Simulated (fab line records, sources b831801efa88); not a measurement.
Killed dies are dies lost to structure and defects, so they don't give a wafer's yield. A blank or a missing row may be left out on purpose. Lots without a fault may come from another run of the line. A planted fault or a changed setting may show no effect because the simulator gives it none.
One fault seen from 2 desks | flow gf180mcu | each desk has only its own numbers; what lay behind them comes last

THE METROLOGY DESK
What the gauges read, lot by lot, whatever tool the lot ran on: means of the sampled wafers that have a number. A lot is out of limits, marked OUT, if its mean lies more than 4 standard deviations from the usual mean; the brackets give that distance.
Columns: A = V2_CVD_02_THK at GF_V2_THK_MEAS_03, usual 850 nm; B = V2_OVL at GF_V2_OVL_MEAS_15, usual 3 nm
lot  | first seen here | A   | B
L761 | day 19 04:49    | 857 | 2
L762 | day 19 14:38    | 861 | -1
L763 | day 20 11:20    | 870 | 8
L765 | day 20 18:05    | 851 | 4
L764 | day 20 22:19    | 846 | 8
L767 | day 21 15:34    | 840 | 4
L768 | day 22 02:26    | 864 | 8
L770 | day 22 13:30    | 855 | 4
L771 | day 23 01:59    | 859 | 4
L778 | day 25 06:33    | 851 | 0
L780 | day 26 01:39    | 865 | 5
L781 | day 26 09:24    | 835 | 3
L782 | day 26 10:32    | 836 | 1
L783 | day 26 19:46    | 852 | -0
This desk's finding: nothing out of limits on any of the 14 lots.

THE TOOL OWNER'S DESK: litho_track-03
The tool's own readings at GF_V2_PEB_12 (peb time 90 s): means of the sampled wafers that have a number, for each lot that ran on this tool. A lot is out of limits, marked OUT, if its mean lies more than 4 standard deviations from the usual mean; the brackets give that distance.
Columns: A = heater_power_total_W at GF_V2_PEB_12, usual 85.70 W
lot  | first seen here | A
L765 | day 21 17:38    | 85.68
L764 | day 21 22:31    | 85.67
L768 | day 23 01:04    | 85.75
L778 | day 26 03:40    | 86.19 (+5.9) OUT
L780 | day 26 22:13    | 86.67 (+12) OUT
This desk's finding: out of limits on L778, L780; first on L778, day 26 03:40 (heater_power_total_W at GF_V2_PEB_12). In limits: L765, L764, L768.

PUT TOGETHER
The tool owner's desk could have raised an alarm at day 26 03:40, on L778, L780.
The metrology desk saw nothing out of limits.
The metrology desk has L778, L780 on record, within its limits.
Of the lots named, all ran GF_V2_PEB_12 on litho_track-03.

WHAT THE SIMULATOR HAD PUT IN
Process parameter drift: litho_track-03, from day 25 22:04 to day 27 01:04, at GF_V2_PEB_12. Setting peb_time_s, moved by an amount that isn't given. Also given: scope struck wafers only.
Lots struck among those shown: L778, L780.
Hours from the fault's start to each desk's first reading out of limits: the tool owner's desk, 6.
